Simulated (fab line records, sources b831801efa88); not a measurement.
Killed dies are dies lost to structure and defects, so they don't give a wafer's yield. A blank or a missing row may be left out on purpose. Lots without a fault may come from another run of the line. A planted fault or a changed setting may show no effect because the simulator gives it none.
Problem report in the 8D (eight disciplines) form, filled by code | flow sky130 | the parts of the form that need people (team, actions taken, sign-off) are left out

1. THE PROBLEM
VT_ADJUST_HVTP_TW at SKY_VT_ADJUST_HVTP_TW_MEAS_11 reads a mean of 1532 on 6 wafers of 2 lots; wafers without a fault read 1366 with a standard deviation of 8.6. That is +19 standard deviations from the usual mean.
First seen on wafer L934.3, day 7 22:07, on film_metro-04. The record holds 33 wafers of 11 lots with a number at this step. Rule for "out", or "out of limits": more than 4 standard deviations from the usual mean. The other wafers with a number count as sound.

2. WHAT IT IS AND WHAT IT IS NOT
question                    | is                           | is not
which readings at this step | VT_ADJUST_HVTP_TW            | -
which lots                  | L934, L935                   | L930, L931, L941, L944, L945, L946, L947, L949, L950
which wafers of those lots  | all that have a number       | -
read on which gauges        | film_metro-02, film_metro-04 | film_metro-03
when                        | from day 7 22:07             | up to then (6 sound wafers); but 21 sound wafers of L941, L944, L945, L946, L947, L949, L950 came after

3. SUSPECTS, AND WHAT RULES EACH OUT
Counting: a tool at a process step up to the reading stays a suspect if it ran every lot that is out and no sound lot after the first of them.
- the gauge at SKY_VT_ADJUST_HVTP_TW_MEAS_11: ruled out. The wafers that are out were read on 2 gauges (film_metro-02, film_metro-04).
- implanter-04 at SKY_VT_ADJUST_HVTP_IMPLANT_09: ruled out as a lasting fault. Sound lots L947, L949 ran on it after its first lot that is out, L934 (day 7 21:54).
Left after counting: nothing in the record.

4. THE CAUSE (what the simulator had put in)
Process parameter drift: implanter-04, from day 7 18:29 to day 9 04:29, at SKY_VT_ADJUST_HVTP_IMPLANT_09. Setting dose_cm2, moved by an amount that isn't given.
Counting ruled it out, wrongly: the rule takes a fault to strike every lot that its tool runs from its start on, and this one did not.

5. THE CHAIN OF EFFECTS, in route order
Each row: a reading whose mean over the struck wafers that have a number lies more than 3 standard deviations from the usual. Only readings for which the record gives a usual standard deviation are gone through. hours: the time from each lot's start at the first step in this table that gives one to its start at this step, as a median over the lots. sigmas: the change in usual standard deviations.
hours | step                          | reading            | usual     | on struck wafers | change     | sigmas
0     | SKY_VT_ADJUST_HVTP_IMPLANT_09 | dose_ions_cm2      | 4.299e+12 | 6.144e+12        | +1.845e+12 | +99 or more
0     | SKY_VT_ADJUST_HVTP_IMPLANT_09 | faraday_current_uA | 24.2      | 34.6             | +10.4      | +23
0     | SKY_VT_ADJUST_HVTP_TW_MEAS_11 | VT_ADJUST_HVTP_TW  | 1366      | 1532             | +166       | +19
The process steps in it:
- SKY_VT_ADJUST_HVTP_IMPLANT_09
Later measuring or inspecting steps at which every struck wafer that the step has a row for has a number for every such reading, and none has moved that far: SKY_VT_ADJUST_LVTN_OVL_MEAS_07.

6. WHAT WOULD HAVE CAUGHT IT SOONER
In this record the first reading out of limits at a measuring or inspecting step was taken at day 7 22:07, 4 hours after the fault began at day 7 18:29.
The tool's own readings at SKY_VT_ADJUST_HVTP_IMPLANT_09 were out on every struck wafer that the step has a row for (dose_ions_cm2, faraday_current_uA): an alarm limit on them would have fired on the first of those.
